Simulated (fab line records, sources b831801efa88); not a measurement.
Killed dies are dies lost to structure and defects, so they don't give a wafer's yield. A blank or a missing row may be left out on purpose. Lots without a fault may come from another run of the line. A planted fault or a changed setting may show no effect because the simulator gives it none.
One fault seen from 2 desks | flow sky130 | each desk has only its own numbers; what lay behind them comes last

THE TOOL OWNER'S DESK: pvd_sputter-03
The tool's own readings at SKY_METAL4_SPUTTER_00 (material Ti, target thk 15 nm, time 10 s): means of the sampled wafers that have a number, for each lot that ran on this tool. A lot is out of limits, marked OUT, if its mean lies more than 4 standard deviations from the usual mean; the brackets give that distance.
Columns: A = cathode_dc_power_W at SKY_METAL4_SPUTTER_00, usual 2999.9 W; B = chamber_pressure_pa at SKY_METAL4_SPUTTER_00, usual 0.4001 Pa; C = throttle_valve_pct at SKY_METAL4_SPUTTER_00, usual 29.8 %
lot  | first seen here | A      | B      | C
L617 | day 40 03:16    | 3000.0 | 0.4001 | 29.1
L619 | day 40 17:38    | 3000.0 | 0.4006 | 29.2
L620 | day 41 02:24    | 3000.2 | 0.3992 | 28.8
L622 | day 41 20:17    | 3000.3 | 0.3996 | 29.1
This desk's finding: nothing out of limits on any of the 4 lots.

THE METROLOGY DESK
What the gauges read, lot by lot, whatever tool the lot ran on: means of the sampled wafers that have a number. A lot is out of limits, marked OUT, if its mean lies more than 4 standard deviations from the usual mean; the brackets give that distance.
Columns: A = VIA3_OVL at SKY_VIA3_OVL_MEAS_13, usual -4 nm; B = VIA3_W_RS at SKY_VIA3_RS_MEAS_22, usual 0.293 ohm/sq; C = VIA3_W_THK at SKY_VIA3_THK_MEAS_23, usual 398 nm
lot  | first seen here | A  | B     | C
L616 | day 39 21:28    | 1  | 0.293 | 393
L617 | day 39 22:31    | -3 | 0.288 | 404
L619 | day 40 16:15    | -5 | 0.291 | 399
L620 | day 41 01:01    | -6 | 0.295 | 400
L622 | day 41 18:47    | 1  | 0.287 | 404
L627 | day 43 03:30    | -6 | 0.291 | 396
L631 | day 44 10:15    | -7 | 0.296 | 394
This desk's finding: nothing out of limits on any of the 7 lots.

PUT TOGETHER
The tool owner's desk saw nothing out of limits.
The metrology desk saw nothing out of limits.

WHAT THE SIMULATOR HAD PUT IN
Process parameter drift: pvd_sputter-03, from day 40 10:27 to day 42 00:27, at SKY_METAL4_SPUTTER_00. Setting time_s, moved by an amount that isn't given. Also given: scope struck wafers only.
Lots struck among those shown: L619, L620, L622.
